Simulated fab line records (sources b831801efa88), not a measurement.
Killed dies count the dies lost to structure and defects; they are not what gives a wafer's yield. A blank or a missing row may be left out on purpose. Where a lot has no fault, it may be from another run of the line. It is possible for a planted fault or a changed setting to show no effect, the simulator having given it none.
Chamber matching	flow gf180mcu	4 sister chambers for GF_V5_CMP_04 on cmp-02
The step polishes SiO2. 4 wafers are shown with their chamber, then 12 later ones without.

EACH WAFER AND ITS CHAMBER
wafer	chamber	motor_current_A (A)
L083.4	1	11.9
L083.6	0	13.3
L084.1	3	10.8
L084.5	2	14.9

WAFERS WITHOUT THEIR CHAMBER
wafer	motor_current_A (A)
L086.1	13.0
L086.4	10.4
L086.6	11.3
L090.2	14.2
L090.3	12.6
L090.4	10.9
L091.2	15.3
L091.4	13.0
L091.5	11.6
L096.1	10.8
L096.3	13.6
L096.6	12.0

EACH ONE'S CHAMBER
wafer	from the rows above	in truth
L086.1	can't be placed: 0 or 1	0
L086.4	3	3
L086.6	can't be placed: 3 or 1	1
L090.2	can't be placed: 2 or 0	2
L090.3	can't be placed: 1 or 0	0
L090.4	3	3
L091.2	2	2
L091.4	can't be placed: 0 or 1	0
L091.5	can't be placed: 1 or 3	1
L096.1	3	3
L096.3	0	0
L096.6	1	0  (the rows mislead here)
Placed correctly: 5 of 12. Unplaceable from these rows: 6, with the true chamber sitting among the candidates in 6. Placed wrongly: 1.
How it was worked out, from the rows above alone: a wafer's distance from a chamber is the root of the sum, over the readings, of the square of ((its reading less the chamber's mean) divided by the reading's scatter). If the next closest chamber is less than 2 further off than the closest, the wafer can't be placed; otherwise it belongs to the closest. The mean given for a chamber averages the wafers shown for that chamber. The scatter (one wafer shown for each chamber): square how far every hidden wafer sits from the nearest shown wafer, average those squares and take the square root.
